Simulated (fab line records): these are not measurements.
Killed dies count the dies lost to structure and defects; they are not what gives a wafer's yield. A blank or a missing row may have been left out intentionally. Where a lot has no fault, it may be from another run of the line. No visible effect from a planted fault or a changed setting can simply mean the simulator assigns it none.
2 desks looking at one fault -- flow sky130 -- what lay behind the numbers comes last; until then each desk has only its own

== THE METROLOGY DESK ==
Lot by lot, what the gauges showed, no matter which tool ran the lot: averages of those sampled wafers that carry a number. A lot is out of limits, marked OUT, if its mean lies more than 4 standard deviations from the usual mean; the brackets give that distance.
Columns: A = RES_XHIGH_RS at SKY_SD_N_RS_MEAS_18, usual 333.7 ohm/sq; B = CONTACT_W_RS at SKY_CONTACT_RS_MEAS_25, usual 0.335 ohm/sq
lot,first seen here,A,B
L560,day 28 02:14,333.7,0.340
L561,day 28 14:23,335.2,0.333
L562,day 28 23:25,333.7,0.333
L564,day 30 00:49,334.4,0.341
L567,day 30 22:32,332.6,0.337
L570,day 31 22:10,332.8,0.337
L571,day 32 03:25,332.8,0.336
L572,day 32 12:10,333.3,0.332
L576,day 33 17:53,334.4,0.333
L580,day 35 00:31,332.5,0.330
L581,day 35 06:52,335.2,0.332
L582,day 35 13:51,334.8,0.334
Result from this desk: across the 12 lots, nothing is out of limits.

== THE TOOL OWNER'S DESK: rie_metal-03 ==
The tool's own readings at SKY_METAL1_METAL_ETCH_19 (etches the open film in Cl2/BCl3, stops on SiO2, target depth 360 nm, time 78 s): means of the sampled wafers that have a number, for each lot that ran on this tool. A lot is out of limits, marked OUT, if its mean lies more than 4 standard deviations from the usual mean; the brackets give that distance.
Columns: A = drypump_motor_current_A at SKY_METAL1_METAL_ETCH_19, usual 5.6 A; B = oes_product_au at SKY_METAL1_METAL_ETCH_19, usual 0.855 a.u.; C = throttle_valve_pct at SKY_METAL1_METAL_ETCH_19, usual 22.265 %
lot,first seen here,A,B,C
L562,day 33 19:38,4.8,0.864,22.260
L567,day 35 14:20,5.5,0.851,22.269
L570,day 36 14:59,5.9,0.836,22.264
L572,day 37 03:48,5.9,0.849,22.261
L581,day 39 19:57,5.2,0.849,22.259
L582,day 40 00:42,5.2,0.860,22.266
Result from this desk: across the 6 lots, nothing is out of limits.

== BROUGHT TOGETHER ==
Metrology desk: nothing out of limits seen.
The desk of the tool owner found nothing out of limits.

== WHAT THE SIMULATOR HAD INSERTED ==
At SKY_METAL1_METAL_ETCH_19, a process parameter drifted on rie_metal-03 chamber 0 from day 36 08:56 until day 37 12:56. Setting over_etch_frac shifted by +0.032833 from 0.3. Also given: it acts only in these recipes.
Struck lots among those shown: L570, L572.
